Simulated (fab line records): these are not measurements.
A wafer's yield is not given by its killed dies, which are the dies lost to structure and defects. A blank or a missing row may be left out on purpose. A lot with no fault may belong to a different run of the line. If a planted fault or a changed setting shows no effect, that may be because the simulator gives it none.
Which tool did it? | flow sky130 | 33 wafers from 11 lots sampled at 6 of the route's 708 steps

WHAT THE GAUGES SHOWED, per wafer
SKY_SD_P_CD_MEAS_07: target cd 380 nm.
lot  | measured     | on        | cd nm (nm)
L779 | day 26 23:02 | cd sem-02 | 381.3 382.4 381.8
L781 | day 28 00:13 | cd sem-01 | 380.7 379.6 380.3
L782 | day 28 12:56 | cd sem-01 | 382.3 380.8 384.1
L786 | day 29 12:11 | cd sem-01 | 376.4 378.4 376.8
L787 | day 29 19:13 | cd sem-02 | 382.5 381.3 384.8
L789 | day 30 12:53 | cd sem-02 | 381.5 383.6 381.0
L792 | day 31 13:50 | cd sem-02 | 379.5 379.1 378.9
L793 | day 31 16:11 | cd sem-02 | 381.1 380.2 379.9
L794 | day 32 02:28 | cd sem-01 | 375.3 376.5 375.4
L796 | day 32 21:26 | cd sem-02 | 384.2 384.0 382.9
L798 | day 33 19:56 | cd sem-01 | 382.0 378.5 380.6

SKY_SD_N_RS_MEAS_16: a four-point-probe measurement.
lot  | measured     | on            | SD_N_RS (ohm/sq)
L779 | day 29 09:13 | film metro-02 | 68.49 68.28 68.56
L781 | day 30 10:16 | film metro-02 | 68.25 68.43 68.43
L782 | day 30 21:52 | film metro-02 | 68.55 68.41 68.45
L786 | day 31 20:08 | film metro-02 | 68.44 68.46 68.53
L787 | day 32 03:36 | film metro-03 | 68.51 68.40 68.50
L789 | day 32 19:44 | film metro-03 | 68.54 68.58 68.66
L792 | day 33 19:59 | film metro-03 | 68.49 68.38 68.63
L793 | day 33 22:04 | film metro-02 | 66.74 66.78 66.72
L794 | day 34 08:49 | film metro-02 | 66.86 67.05 66.71
L796 | day 35 02:59 | film metro-02 | 68.57 68.50 68.55
L798 | day 36 01:08 | film metro-01 | 68.44 68.54 68.60

WHICH TOOL RAN EACH LOT (tool, then ch and the chambers of the sampled wafers, then the start)
lot  | SKY_LDD_LDN_STRIP_12                 | SKY_RES_XHIGH_STRIP_08               | SKY_SD_N_IMPLANT_09             | SKY_SD_N_STRIP_11
L779 | plasma asher-04 ch 0,1, day 24 08:59 | plasma asher-02 ch 0,1, day 28 03:51 | implanter-02 ch 0, day 29 08:32 | plasma asher-03 ch 0,1, day 29 08:50
L781 | plasma asher-02 ch 0,1, day 25 12:01 | plasma asher-04 ch 0,1, day 29 05:05 | implanter-01 ch 0, day 30 09:35 | plasma asher-03 ch 0,1, day 30 09:52
L782 | plasma asher-02 ch 0,1, day 25 22:38 | plasma asher-02 ch 0, day 29 17:23   | implanter-01 ch 0, day 30 21:11 | plasma asher-04 ch 0,1, day 30 21:29
L786 | plasma asher-04 ch 0,1, day 26 23:13 | plasma asher-04 ch 0,1, day 30 16:05 | implanter-01 ch 0, day 31 19:28 | plasma asher-02 ch 0,1, day 31 19:46
L787 | plasma asher-04 ch 1, day 27 06:26   | plasma asher-01 ch 0,1, day 30 23:38 | implanter-01 ch 0, day 32 02:55 | plasma asher-03 ch 1, day 32 03:12
L789 | plasma asher-04 ch 1, day 28 02:43   | plasma asher-02 ch 0,1, day 31 16:35 | implanter-01 ch 0, day 32 19:04 | plasma asher-02 ch 0,1, day 32 19:22
L792 | plasma asher-02 ch 0, day 29 01:13   | plasma asher-01 ch 0,1, day 32 16:45 | implanter-01 ch 0, day 33 19:19 | plasma asher-02 ch 0,1, day 33 19:37
L793 | plasma asher-04 ch 0,1, day 29 06:16 | plasma asher-04 ch 0,1, day 32 18:47 | implanter-01 ch 0, day 33 21:24 | plasma asher-04 ch 0,1, day 33 21:41
L794 | plasma asher-04 ch 0,1, day 29 15:04 | plasma asher-04 ch 0,1, day 33 05:20 | implanter-01 ch 0, day 34 08:09 | plasma asher-02 ch 0,1, day 34 08:26
L796 | plasma asher-02 ch 0,1, day 30 12:38 | plasma asher-02 ch 1, day 34 00:24   | implanter-04 ch 0, day 35 02:18 | plasma asher-03 ch 0,1, day 35 02:36
L798 | plasma asher-02 ch 0,1, day 31 12:06 | plasma asher-01 ch 0,1, day 34 21:55 | implanter-04 ch 0, day 36 00:28 | plasma asher-02 ch 0,1, day 36 00:44
- SKY_LDD_LDN_STRIP_12: strips in O2/N2.
- SKY_RES_XHIGH_STRIP_08: strips in O2/N2.
- SKY_SD_N_IMPLANT_09
- SKY_SD_N_STRIP_11: strips in O2/N2.

WHAT THE TOOLS THEMSELVES READ (means of the sampled wafers that have a number; where no wafer has one, the mark that the record gives instead)
SKY_LDD_LDN_STRIP_12.
lot  | tool            | drypump motor current A (A) | oes product au (a.u.) | strip time to endpoint s (s)
L779 | plasma asher-04 | 6.20                        | 0.717                 | 14.14
L781 | plasma asher-02 | 6.24                        | 0.713                 | 14.18
L782 | plasma asher-02 | 6.27                        | 0.717                 | 14.16
L786 | plasma asher-04 | 6.18                        | 0.720                 | 14.23
L787 | plasma asher-04 | 6.11                        | 0.715                 | 14.14
L789 | plasma asher-04 | 6.11                        | 0.717                 | 14.25
L792 | plasma asher-02 | 6.10                        | 0.718                 | 14.19
L793 | plasma asher-04 | 6.14                        | 0.716                 | 14.17
L794 | plasma asher-04 | 6.19                        | 0.711                 | 14.18
L796 | plasma asher-02 | 6.16                        | 0.718                 | 14.17
L798 | plasma asher-02 | 6.13                        | 0.713                 | 14.18

SKY_RES_XHIGH_STRIP_08.
lot  | tool            | drypump motor current A (A) | oes product au (a.u.) | strip time to endpoint s (s)
L779 | plasma asher-02 | 6.17                        | 0.705                 | 14.28
L781 | plasma asher-04 | 6.15                        | 0.709                 | 14.30
L782 | plasma asher-02 | 6.07                        | 0.715                 | 14.32
L786 | plasma asher-04 | 6.13                        | 0.709                 | 14.29
L787 | plasma asher-01 | 5.71                        | 0.710                 | 14.22
L789 | plasma asher-02 | 6.22                        | 0.712                 | 14.30
L792 | plasma asher-01 | 5.63                        | 0.712                 | 14.27
L793 | plasma asher-04 | 6.14                        | 0.707                 | 14.27
L794 | plasma asher-04 | 6.17                        | 0.706                 | 14.34
L796 | plasma asher-02 | 6.33                        | 0.717                 | 14.30
L798 | plasma asher-01 | 5.58                        | 0.711                 | 14.28

SKY_SD_N_IMPLANT_09.
lot  | tool         | beam energy keV
L779 | implanter-02 | 49.981
L781 | implanter-01 | 49.997
L782 | implanter-01 | 50.011
L786 | implanter-01 | 50.016
L787 | implanter-01 | 50.004
L789 | implanter-01 | 49.984
L792 | implanter-01 | 50.015
L793 | implanter-01 | 52.327
L794 | implanter-01 | 52.325
L796 | implanter-04 | 49.988
L798 | implanter-04 | 50.012

SKY_SD_N_STRIP_11.
lot  | tool            | drypump motor current A (A) | oes product au (a.u.) | strip time to endpoint s (s)
L779 | plasma asher-03 | 5.86                        | 0.526                 | 22.49
L781 | plasma asher-03 | 6.04                        | 0.526                 | 22.55
L782 | plasma asher-04 | 6.19                        | 0.528                 | 22.56
L786 | plasma asher-02 | 6.26                        | 0.531                 | 22.50
L787 | plasma asher-03 | 6.18                        | 0.526                 | 22.57
L789 | plasma asher-02 | 6.14                        | 0.526                 | 22.55
L792 | plasma asher-02 | 6.16                        | 0.529                 | 22.57
L793 | plasma asher-04 | 6.18                        | 0.525                 | 22.97
L794 | plasma asher-02 | 6.26                        | 0.519                 | 22.98
L796 | plasma asher-03 | 6.03                        | 0.528                 | 22.58
L798 | plasma asher-02 | 6.23                        | 0.533                 | 22.55

THE ANSWER, worked out from the rows above alone
Rule: the usual values come from the lots themselves. The widest of any qualifying gaps counts: lots, ordered by their means at a reading, are off when they make up no more than a third of the lots, leave a main group of 4 or more, and stand apart from it by 3 or more times the standard deviation of that group's means. A main group whose means are all the same, to the digits that the tables above print for the reading, isn't used. A lot without any number at a reading at which 4 lots or more have one is off too. All remaining lots with rows at the step are treated as sound. First the gauges in route order, then the tools' own readings, where a lot's mean is used as printed above. The first step at which some lot is off is used, and at that step the reading that is off furthest; a lot without a number counts as furthest.
Off: L793, L794, seen at SKY_SD_N_RS_MEAS_16 (SD_N_RS). The main group: mean 68.49 ohm/sq, standard deviation 0.06.
A tool fits if, at a process step before that reading, it ran every lot that is off, and no sound lot after the first of them. The gauges at SKY_SD_N_RS_MEAS_16 aren't tried: what is off there is off at SKY_SD_N_IMPLANT_09 too, on other tools, and a gauge's error can't cause that. 2 tools fit, plasma asher-04 at SKY_LDD_LDN_STRIP_12 and SKY_RES_XHIGH_STRIP_08 and implanter-01 at SKY_SD_N_IMPLANT_09, so this cannot tell which one it is.

WHAT THE SIMULATOR HAD PUT IN
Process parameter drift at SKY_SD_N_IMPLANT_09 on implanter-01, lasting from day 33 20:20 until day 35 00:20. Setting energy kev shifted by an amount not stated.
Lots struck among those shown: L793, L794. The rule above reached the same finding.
